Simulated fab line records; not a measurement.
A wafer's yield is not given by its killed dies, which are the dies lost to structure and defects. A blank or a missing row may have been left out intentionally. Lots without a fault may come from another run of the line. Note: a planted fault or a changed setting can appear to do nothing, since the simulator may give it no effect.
Matching of chambers / flow gf180mcu / GF_CONTACT_CVD_02 on pecvd-01: 3 sister chambers
The step deposits SiO2 from TEOS, target thk 860 nm, time 95.992 s. 18 wafers are shown with their chamber, then 9 later ones without.

## EACH WAFER AND ITS CHAMBER
wafer=L696.1; chamber=2; heater power w (W)=701
wafer=L696.5; chamber=2; heater power w (W)=578
wafer=L696.6; chamber=1; heater power w (W)=488
wafer=L697.3; chamber=2; heater power w (W)=646
wafer=L697.4; chamber=2; heater power w (W)=659
wafer=L697.6; chamber=1; heater power w (W)=460
wafer=L698.1; chamber=1; heater power w (W)=466
wafer=L698.3; chamber=0; heater power w (W)=757
wafer=L698.4; chamber=2; heater power w (W)=563
wafer=L700.1; chamber=0; heater power w (W)=762
wafer=L700.2; chamber=1; heater power w (W)=450
wafer=L700.4; chamber=1; heater power w (W)=471
wafer=L703.3; chamber=1; heater power w (W)=472
wafer=L703.5; chamber=1; heater power w (W)=498
wafer=L703.6; chamber=0; heater power w (W)=721
wafer=L704.4; chamber=1; heater power w (W)=380
wafer=L704.5; chamber=2; heater power w (W)=659
wafer=L704.6; chamber=0; heater power w (W)=622

SIGNATURES (means of the wafers above)
reading=heater power w; chamber 0=715.50; chamber 1=460.62; chamber 2=634.33; scatter within a chamber=48.8
Rule: distance of a wafer from a chamber = root of the sum over the readings of ((wafer's reading minus chamber's mean) / reading's scatter) squared. The wafer belongs to the nearest chamber; if the next one is less than 2 further off, it can't be placed. The scatter is the square root of a quotient: the sum, over the shown wafers, of each reading's squared deviation from its chamber's mean, divided by wafers minus chambers.

## WAFERS WHOSE CHAMBER IS MISSING
wafer=L709.1; heater power w (W)=573
wafer=L709.3; heater power w (W)=443
wafer=L709.6; heater power w (W)=651
wafer=L710.1; heater power w (W)=411
wafer=L710.2; heater power w (W)=640
wafer=L710.6; heater power w (W)=693
wafer=L714.2; heater power w (W)=647
wafer=L714.4; heater power w (W)=637
wafer=L714.5; heater power w (W)=705

## WHICH CHAMBER EACH ONE RAN IN
wafer=L709.1; from the rows above=can't be placed: 2 or 1 or 0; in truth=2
wafer=L709.3; from the rows above=1; in truth=1
wafer=L709.6; from the rows above=can't be placed: 2 or 0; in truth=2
wafer=L710.1; from the rows above=1; in truth=1
wafer=L710.2; from the rows above=can't be placed: 2 or 0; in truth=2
wafer=L710.6; from the rows above=can't be placed: 0 or 2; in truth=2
wafer=L714.2; from the rows above=can't be placed: 2 or 0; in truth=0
wafer=L714.4; from the rows above=can't be placed: 2 or 0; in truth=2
wafer=L714.5; from the rows above=can't be placed: 0 or 2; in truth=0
Correct placement for 2 of the 9. Cannot be placed on the basis of these rows: 7; the candidates contain the true chamber in 7. 0 placed wrongly.
